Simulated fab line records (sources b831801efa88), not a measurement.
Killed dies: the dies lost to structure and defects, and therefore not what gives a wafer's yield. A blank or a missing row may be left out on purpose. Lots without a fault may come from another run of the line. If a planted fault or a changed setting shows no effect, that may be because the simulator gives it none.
Comparing a struck lot with a sound one | flow sky130 | 14 steps out of a route of 708
Sound: wafers L330.2, L330.3, L330.5. Struck: wafers L347.3, L347.5, L347.6. The cause is given at the end.
Order at every step that has rows: each side's tool, ch and its chambers, its first start. Under that, the readings that differ: sound wafers | struck wafers | difference of the means | sigmas: that difference in standard deviations of wafers without a fault.
alike: readings whose means differ by less than 2 such deviations, and words and numbers that are the same on both sides. not compared: withheld readings, readings that some wafer has no value for, bounds like >300 that may hide the same value, and numbers for which the record gives no deviation and whose values overlap.
The two part at a step that has a row with sigmas, a row that says differs or no value, or rows on one side only. Non-overlapping numbers with no deviation appear without sigmas and do not part them. Lack of a reading on every wafer of one side parts them only where that side has two or more wafers.

SKY_RES_PROTECT_STRIP_07: strips in O2/N2.
  sound on plasma asher-02 ch 1, day 16 17:10; struck on plasma asher-02 ch 0,1, day 22 07:43
  alike: drypump motor current A, oes product au, strip time to endpoint s
  not compared: rf hours counter h
SKY_RES_PROTECT_TW_MEAS_08:
  sound on film metro-04, day 16 17:17; struck on film metro-02, day 22 07:47
  alike: POLY_GATE_TW
then, 2 steps without rows for these wafers: SKY_RES_PROTECT_CLEAN_09 (cleans in SC1/SC2, time 150 s); SKY_POLY_GATE_CVD_03 (deposits Si3N4 from DCS/NH3, target thk 75 nm, time 1290 s).
SKY_POLY_GATE_THK_MEAS_04:
  sound on film metro-04, day 16 18:45; struck on film metro-01, day 22 09:21
  alike: POLY_GATE_CVD_03_THK
then, 4 steps without rows for these wafers: SKY_POLY_GATE_DEHYDRATE_05 (time 60 s); SKY_POLY_GATE_HMDS_06 (prime time 60 s); SKY_POLY_GATE_COAT_07 (resist thk 110 nm); SKY_POLY_GATE_COAT_08 (resist thk 450 nm).
SKY_POLY_GATE_SOFTBAKE_09: time 91.16 s.
  sound on litho track-01 ch 0; struck on litho track-03 ch 0
  alike: plate sensor t centre C, plate sensor t edge C
then, 2 steps without rows for these wafers: SKY_POLY_GATE_EXPOSE_10 (exposes mask P1M, target cd 150 nm); SKY_POLY_GATE_PEB_11.
SKY_POLY_GATE_DEVELOP_12: develop time 60 s.
  struck on litho track-01, day 23 15:00; sound on litho track-02 ch 0, day 17 22:00
  no value came back on the struck wafers for chill plate temp C (C), develop time s (s); on the sound wafers chill plate temp C (C) reads 23.05 22.83 22.89
  reading                                          | sound           | struck            | difference | sigmas
  model.KrF-thick_of_POLY_GATE_COAT_08.thk nm (nm) | 438.1 438 438.7 | 451.1 450.2 450.9 | +12.5      |
SKY_POLY_GATE_CD_MEAS_13: the cd target is 150 nm.
  sound on cd sem-01, day 17 22:44; struck on cd sem-01, day 23 15:34
  reading    | sound             | struck | difference                    | sigmas
  cd nm (nm) | 151.1 151.3 151.1 | - - -  | no value on the struck wafers |

## WHERE THEY PART
First at SKY_POLY_GATE_DEVELOP_12; last, within this record, at SKY_POLY_GATE_CD_MEAS_13.

WHY: whatever the simulator had introduced
Step skipped in full: litho track-01, at SKY_POLY_GATE_DEVELOP_12, from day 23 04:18 onward. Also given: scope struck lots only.
